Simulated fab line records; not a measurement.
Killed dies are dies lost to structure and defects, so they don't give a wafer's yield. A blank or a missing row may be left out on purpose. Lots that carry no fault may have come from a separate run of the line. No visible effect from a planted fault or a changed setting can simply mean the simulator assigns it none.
A lot that was struck, set against a sound lot | flow sky130 | 15 out of 708 route steps
Sound: these wafers, L266.2, L266.3, L266.4. Wafers L272.1, L272.3, L272.6 were the ones struck. The cause comes at the end.
Each step with rows lists, per side, the tool, then ch with its chambers, then its first start. Under that, the readings that differ: sound wafers | struck wafers | difference of the means | sigmas: that difference in standard deviations of wafers without a fault.
alike: readings with means less than 2 such deviations apart, plus words and numbers identical on both sides. not compared: withheld readings, readings lacking a value on some wafer, bounds such as >300 that could conceal the same value, and numbers that have no deviation in the record and whose values overlap.
The two part at a step that has a row with sigmas, a row that says differs or no value, or rows on one side only. When numbers do not overlap yet have no deviation, they are printed without sigmas and do not part them. Lack of a reading on every wafer of one side parts them only where that side has two or more wafers.

first, 6 steps without rows for these wafers: SKY_GATE_OXIDE_HMDS_04 (prime time 60 s); SKY_GATE_OXIDE_COAT_05 (resist thk 1140 nm); SKY_GATE_OXIDE_SOFTBAKE_06 (time 60 s); SKY_GATE_OXIDE_EXPOSE_07 (exposes mask LVOM, target cd 600 nm); SKY_GATE_OXIDE_PEB_08; SKY_GATE_OXIDE_DEVELOP_09 (develop time 60 s).
SKY_GATE_OXIDE_OVL_MEAS_10:
  struck on overlay-01, day 16 18:23; sound on overlay-01, day 14 07:51
  alike: GATE_OXIDE_OVL
then, 2 steps without rows for these wafers: SKY_GATE_OXIDE_IMPLANT_11; SKY_GATE_OXIDE_WET_ETCH_12 (etches SiO2 in dHF, target depth 16.8 nm, time 336 s).
SKY_GATE_OXIDE_STRIP_13: strips in O2/N2.
  sound on plasma_asher-01 ch 0,1, day 14 08:08; struck on plasma_asher-01 ch 0,1, day 16 18:40
  alike: drypump_motor_current_A, oes_product_au, strip_time_to_endpoint_s
  not compared: rf_hours_counter_h
SKY_GATE_OXIDE_TW_MEAS_14:
  struck on film_metro-03, day 16 18:46; sound on film_metro-03, day 14 08:15
  alike: GATE_OXIDE_TW
then, 1 step without rows for these wafers: SKY_GATE_OXIDE_CLEAN_15 (cleans in SC1/SC2, time 150 s).
SKY_GATE_OXIDE_OXIDATION_16: stabilise 600 s, purge 300 s, target thk 3.57 nm.
  sound on furnace-02 ch 0, day 14 08:36; struck on furnace-02 ch 0, day 16 20:36
  alike: ox_temp_c_max, spike_tc_centre_C
  not compared: model.SiO2_of_GATE_OXIDE_OXIDATION_01.thk_nm
then, 1 step without rows for these wafers: SKY_POLY_GATE_CVD_00 (deposits poly-Si, target thk 180 nm, time 720 s).
-- a jump in the record: the struck wafers' starts before and after are 31 days apart (it breaks off in module POLY_GATE and resumes in module PAD_OPEN, where the first step shown is number 708 of the route) --
SKY_PAD_OPEN_PROBE_99:
  struck on prober-02, day 47 22:44; sound on prober-01, day 46 03:52
  reading                                | sound             | struck            | difference | sigmas
  killed_at_contacts                     | 15 22 18          | 29 34 26          | +11        | +2
  model.etest.nfet_01v8_lvt.drive_ua_um  | 578.4 599.2 590.9 | 599.5 607.7 613.4 | +17.4      |
  model.etest.nfet_01v8.drive_ua_um      | 507 525.2 519.9   | 526.2 533.3 535.4 | +14.3      |
  model.etest.sram_nfet_pass.drive_ua_um | 488.8 505.1 502.5 | 523.5 516.9 528.4 | +24.1      |
  alike: killed_at_M0_to_M3, killed_at_M4_up, killed_at_front_end, killed_at_other, killed_dies, killed_open, killed_short
  not compared: model.etest.pfet_01v8.r_on_ohm_um, model.etest.nfet_01v8.r_on_ohm_um, model.etest.nfet_01v8_turned.drive_ua_um, model.etest.nfet_01v8_swapped.drive_ua_um, model.etest.nfet_g5v0d10v5.drive_ua_um

== WHERE THEY PART ==
At SKY_PAD_OPEN_PROBE_99 and nowhere else, as far as this record goes.

WHY: what the simulator had put in
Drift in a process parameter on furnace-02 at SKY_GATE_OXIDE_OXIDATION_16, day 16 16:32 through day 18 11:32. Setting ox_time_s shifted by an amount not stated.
